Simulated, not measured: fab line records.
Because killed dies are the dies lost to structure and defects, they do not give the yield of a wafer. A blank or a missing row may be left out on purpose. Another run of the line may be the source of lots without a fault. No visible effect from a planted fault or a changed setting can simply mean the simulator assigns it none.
What tool caused it? | flow sky130 | 11 lots with 33 wafers sampled at 5 steps, on a route of 708 steps

WHAT EACH GAUGE READ, for each wafer
SKY_VIA2_THK_MEAS_01. Usual: VIA2_HDPCVD_THK gives 1183 nm (standard deviation 11).
lot  | measured     | on            | VIA2_HDPCVD_THK (nm) | flag
L227 | day 35 01:04 | film metro-04 | 1209 1185 1174       |
L229 | day 35 21:20 | film metro-03 | 1183 1175 1171       |
L234 | day 37 09:18 | film metro-03 | 1177 1190 955        | OFF
L235 | day 37 20:37 | film metro-04 | 1166 934 1175        | OFF
L242 | day 40 12:27 | film metro-01 | 1172 1168 1166       |
L245 | day 40 23:49 | film metro-04 | 1197 1197 1185       |
L244 | day 41 03:49 | film metro-01 | 1185 1184 1179       |
L246 | day 41 10:45 | film metro-04 | 1186 1176 1188       |
L247 | day 41 13:57 | film metro-01 | 1173 1186 1175       |
L248 | day 41 18:00 | film metro-01 | 1168 1177 1178       |
L250 | day 42 03:53 | film metro-01 | 1197 1194 1187       |

EACH LOT AND THE TOOL THAT RAN IT (in order: tool; ch and the chambers of the sampled wafers; start)
lot  | SKY_METAL1_SPUTTER_04        | SKY_METAL1_DESCUM_17              | SKY_METAL1_METAL_ETCH_19          | SKY_VIA2_HDPCVD_00
L227 | pvd sputter-03, day 31 13:16 | rie metal-01 ch 0, day 32 16:20   | rie metal-01 ch 0, day 32 16:25   | hdpcvd-01 ch 0,1,2, day 35 00:56
L229 | pvd sputter-04, day 32 09:15 | rie metal-01 ch 0,1, day 33 11:41 | rie metal-01 ch 0,1, day 33 11:47 | hdpcvd-01 ch 0,1, day 35 21:12
L234 | pvd sputter-02, day 33 21:37 | rie metal-04 ch 0,1, day 35 00:28 | rie metal-04 ch 0,1, day 35 00:33 | hdpcvd-02 ch 0,1,2, day 37 09:10
L235 | pvd sputter-04, day 34 10:22 | rie metal-03 ch 0,1, day 35 13:22 | rie metal-03 ch 0,1, day 35 13:27 | hdpcvd-02 ch 0,1,2, day 37 20:29
L242 | pvd sputter-04, day 37 03:08 | rie metal-04 ch 0,1, day 38 05:49 | rie metal-04 ch 0,1, day 38 05:55 | hdpcvd-02 ch 0,1,2, day 40 12:22
L245 | pvd sputter-02, day 37 16:15 | rie metal-01 ch 0, day 38 18:10   | rie metal-01 ch 0, day 38 18:15   | hdpcvd-02 ch 0,1,2, day 40 23:40
L244 | pvd sputter-04, day 37 20:48 | rie metal-03 ch 0,1, day 38 22:47 | rie metal-03 ch 0,1, day 38 22:52 | hdpcvd-02 ch 0,2, day 41 03:40
L246 | pvd sputter-04, day 38 04:25 | rie metal-03 ch 0,1, day 39 05:58 | rie metal-03 ch 0,1, day 39 06:03 | hdpcvd-01 ch 0,1, day 41 10:37
L247 | pvd sputter-03, day 38 06:34 | rie metal-04 ch 0,1, day 39 08:32 | rie metal-04 ch 0,1, day 39 08:38 | hdpcvd-02 ch 0,2, day 41 13:49
L248 | pvd sputter-02, day 38 10:23 | rie metal-04 ch 0,1, day 39 11:58 | rie metal-04 ch 0,1, day 39 12:03 | hdpcvd-01 ch 1,2, day 41 17:52
L250 | pvd sputter-03, day 38 22:44 | rie metal-04 ch 0,1, day 39 23:44 | rie metal-04 ch 0,1, day 39 23:49 | hdpcvd-02 ch 0,1, day 42 03:46
- SKY_METAL1_SPUTTER_04: material TiN, target thk 70 nm, time 58.3 s.
- SKY_METAL1_DESCUM_17: chemistry O2, time 8 s.
- SKY_METAL1_METAL_ETCH_19: etches the open film in Cl2/BCl3, stops on SiO2, target depth 360 nm, time 78 s.
- SKY_VIA2_HDPCVD_00: deposits SiO2, target thk 1180 nm, time 196.7 s.

WHAT THE TOOLS THEMSELVES READ (means of the sampled wafers that have a number; where no wafer has one, the mark that the record gives instead)
SKY_METAL1_SPUTTER_04. Usual: throttle valve pct 31.0 %, standard deviation 1.3.
lot  | tool           | throttle valve pct (%) | flag
L227 | pvd sputter-03 | 29.1                   |
L229 | pvd sputter-04 | 31.4                   |
L234 | pvd sputter-02 | 30.8                   |
L235 | pvd sputter-04 | 31.3                   |
L242 | pvd sputter-04 | 31.3                   |
L245 | pvd sputter-02 | 29.9                   |
L244 | pvd sputter-04 | 30.8                   |
L246 | pvd sputter-04 | 31.8                   |
L247 | pvd sputter-03 | 30.8                   |
L248 | pvd sputter-02 | 31.1                   |
L250 | pvd sputter-03 | 30.7                   |

SKY_METAL1_DESCUM_17. Usual: drypump motor current A 5.8 A, standard deviation 0.34; oes product au 0.997 a.u., standard deviation 0.0072.
lot  | tool         | drypump motor current A (A) | oes product au (a.u.) | flag
L227 | rie metal-01 | 6.1                         | 1.004                 |
L229 | rie metal-01 | 6.1                         | 0.997                 |
L234 | rie metal-04 | 5.5                         | 0.999                 |
L235 | rie metal-03 | 6.0                         | 0.998                 |
L242 | rie metal-04 | 5.7                         | 0.992                 |
L245 | rie metal-01 | 6.2                         | 1.001                 |
L244 | rie metal-03 | 6.1                         | 0.992                 |
L246 | rie metal-03 | 5.8                         | 0.998                 |
L247 | rie metal-04 | 5.7                         | 0.996                 |
L248 | rie metal-04 | 5.7                         | 0.999                 |
L250 | rie metal-04 | 5.7                         | 0.987                 |

SKY_METAL1_METAL_ETCH_19. Usual: drypump motor current A 5.8 A, standard deviation 0.34; oes product au 0.853 a.u., standard deviation 0.0055; throttle valve pct 22.263 %, standard deviation 0.0095.
lot  | tool         | drypump motor current A (A) | oes product au (a.u.) | throttle valve pct (%) | flag
L227 | rie metal-01 | 6.2                         | 0.853                 | 22.269                 |
L229 | rie metal-01 | 6.1                         | 0.856                 | 22.262                 |
L234 | rie metal-04 | 5.5                         | 0.849                 | 22.267                 |
L235 | rie metal-03 | 6.0                         | 0.847                 | 22.278                 |
L242 | rie metal-04 | 5.7                         | 0.853                 | 22.267                 |
L245 | rie metal-01 | 6.2                         | 0.853                 | 22.263                 |
L244 | rie metal-03 | 6.1                         | 0.855                 | 22.267                 |
L246 | rie metal-03 | 5.8                         | 0.856                 | 22.265                 |
L247 | rie metal-04 | 5.6                         | 0.852                 | 22.262                 |
L248 | rie metal-04 | 5.7                         | 0.855                 | 22.260                 |
L250 | rie metal-04 | 5.7                         | 0.853                 | 22.260                 |

SKY_VIA2_HDPCVD_00. Usual: sih4 flow sccm 60.03 sccm, standard deviation 0.18.
lot  | tool      | sih4 flow sccm (sccm) | flag
L227 | hdpcvd-01 | 60.11                 |
L229 | hdpcvd-01 | 60.04                 |
L234 | hdpcvd-02 | 56.05                 | OFF
L235 | hdpcvd-02 | 56.15                 | OFF
L242 | hdpcvd-02 | 59.97                 |
L245 | hdpcvd-02 | 60.06                 |
L244 | hdpcvd-02 | 60.01                 |
L246 | hdpcvd-01 | 60.13                 |
L247 | hdpcvd-02 | 60.17                 |
L248 | hdpcvd-01 | 59.86                 |
L250 | hdpcvd-02 | 60.14                 |

THE ANSWER, worked out from the rows above alone
Rule: a lot is off if the mean of its wafers that have a number lies more than 3 standard deviations from the usual mean. Also off: a lot with no number at a reading for which 4 or more lots have one. All remaining lots with rows at the step are treated as sound. The gauges are gone through in route order, then the tools' own readings, and for those a lot's mean is taken as printed above. At the first step where some lot is off, the reading lying furthest off is the one used; lots without a number count as furthest.
Off: L234, L235, seen at SKY_VIA2_THK_MEAS_01 (VIA2_HDPCVD_THK).
If a tool, at a process step before that reading, ran all the lots that are off and no sound lot after the first of them, it fits. The gauges at SKY_VIA2_THK_MEAS_01 aren't tried: what is off there is off at SKY_VIA2_HDPCVD_00 too, on other tools, and a gauge's error can't cause that. No candidate that was tried fits.

WHAT THE SIMULATOR HAD PUT IN
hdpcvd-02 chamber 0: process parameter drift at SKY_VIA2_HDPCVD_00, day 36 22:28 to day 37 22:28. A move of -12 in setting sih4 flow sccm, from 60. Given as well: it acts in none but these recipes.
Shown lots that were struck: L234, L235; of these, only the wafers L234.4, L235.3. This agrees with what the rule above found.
